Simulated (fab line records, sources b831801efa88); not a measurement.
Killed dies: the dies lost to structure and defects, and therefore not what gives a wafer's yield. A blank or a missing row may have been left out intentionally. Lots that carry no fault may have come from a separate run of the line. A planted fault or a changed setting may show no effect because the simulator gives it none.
The tool behind it: which one? -- flow gf180mcu -- 21 wafers from 7 lots sampled at 2 of the route's 602 steps

## WHAT EACH GAUGE READ, for each wafer
GF_M4_THK_MEAS_06: measures by xrf.
lot,measured,on,M4_ALCU_THK (nm)
L709,day 22 18:49,film metro-02,445 440 444
L711,day 23 07:19,film metro-04,444 435 446
L717,day 25 11:23,film metro-04,437 444 432
L723,day 27 18:43,film metro-04,446 445 444
L726,day 28 19:04,film metro-02,442 434 442
L729,day 29 05:16,film metro-04,450 445 450
L730,day 29 15:53,film metro-01,441 440 443

## WHICH TOOL RAN EACH LOT (tool, then ch and the chambers of the sampled wafers, then the start)
lot,GF_M2_SPUTTER_04
L709,"pvd sputter-04, day 18 12:16"
L711,"pvd sputter-02, day 19 01:53"
L717,"pvd sputter-04, day 21 11:19"
L723,"pvd sputter-02, day 23 22:19"
L726,"pvd sputter-04, day 25 00:45"
L729,"pvd sputter-04, day 25 13:28"
L730,"pvd sputter-04, day 25 23:07"
- GF_M2_SPUTTER_04: material TiN, target thk 50 nm, time 41.7 s.

## THE ANSWER, worked out from the rows above alone
Rule: the lots themselves supply what counts as usual. The widest of any qualifying gaps counts: lots, ordered by their means at a reading, are off when they make up no more than a third of the lots, leave a main group of 4 or more, and stand apart from it by 3 or more times the standard deviation of that group's means. A main group whose means are all the same, to the digits that the tables above print for the reading, isn't used. A lot without any number at a reading at which 4 lots or more have one is off too. All remaining lots with rows at the step are treated as sound.
Across all readings shown, no lot is off: no conclusion can be drawn from this.

## WHAT THE SIMULATOR PUT IN
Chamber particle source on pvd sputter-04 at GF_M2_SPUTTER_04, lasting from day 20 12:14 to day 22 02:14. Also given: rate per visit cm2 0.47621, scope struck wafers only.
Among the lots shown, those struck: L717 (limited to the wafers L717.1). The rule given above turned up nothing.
